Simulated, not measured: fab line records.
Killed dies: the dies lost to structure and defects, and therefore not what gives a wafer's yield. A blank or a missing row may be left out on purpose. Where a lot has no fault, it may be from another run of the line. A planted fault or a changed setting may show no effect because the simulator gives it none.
Which tool was responsible?	flow gf180mcu	6 lots with 17 wafers sampled at 2 steps, on a route of 602 steps

## WHAT EACH GAUGE READ, for each wafer
GF_NWELL_TW_MEAS_11.
lot	measured	on	NWELL_TW
L240	day 3 18:07	film metro-04	1607 1609 1612
L243	day 4 10:59	film metro-02	1576 1587 1590
L246	day 5 02:50	film metro-04	1598 1601 1603
L248	day 5 14:50	film metro-02	1583 1583 1585
L253	day 6 16:18	film metro-04	1590 1475
L260	day 8 11:14	film metro-01	1597 1600 1589

## WHAT TOOL EACH LOT RAN ON (gives the tool, then ch and the chambers of the sampled wafers, and finally the start)
lot	GF_NWELL_IMPLANT_08
L240	implanter-02 ch 0, day 3 17:44
L243	implanter-04 ch 0, day 4 10:35
L246	implanter-04 ch 0, day 5 02:26
L248	implanter-04 ch 0, day 5 14:26
L253	implanter-03 ch 0, day 6 15:56
L260	implanter-02 ch 0, day 8 10:50
- GF_NWELL_IMPLANT_08

## THE ANSWER, worked out from the rows above alone
Rule: usual is defined by the lots themselves. The widest of any qualifying gaps counts: lots, ordered by their means at a reading, are off when they make up no more than a third of the lots, leave a main group of 4 or more, and stand apart from it by 3 or more times the standard deviation of that group's means. A main group is skipped when, at the precision printed for the reading in the tables above, its means are all equal. A lot without any number at a reading at which 4 lots or more have one is off too. Any other lot the step has rows for is counted as sound.
Off: L253, at GF_NWELL_TW_MEAS_11 (NWELL_TW). Main group: mean 1595, sd 9.8.
If a tool, at a process step before that reading, ran all the lots that are off and no sound lot after the first of them, it fits. Gauges at GF_NWELL_TW_MEAS_11: tried the same way as those tools. 2 tools fit, implanter-03 at GF_NWELL_IMPLANT_08 and film metro-04 at GF_NWELL_TW_MEAS_11, so this cannot tell which one it is.

## WHAT THE SIMULATOR HAD INSERTED
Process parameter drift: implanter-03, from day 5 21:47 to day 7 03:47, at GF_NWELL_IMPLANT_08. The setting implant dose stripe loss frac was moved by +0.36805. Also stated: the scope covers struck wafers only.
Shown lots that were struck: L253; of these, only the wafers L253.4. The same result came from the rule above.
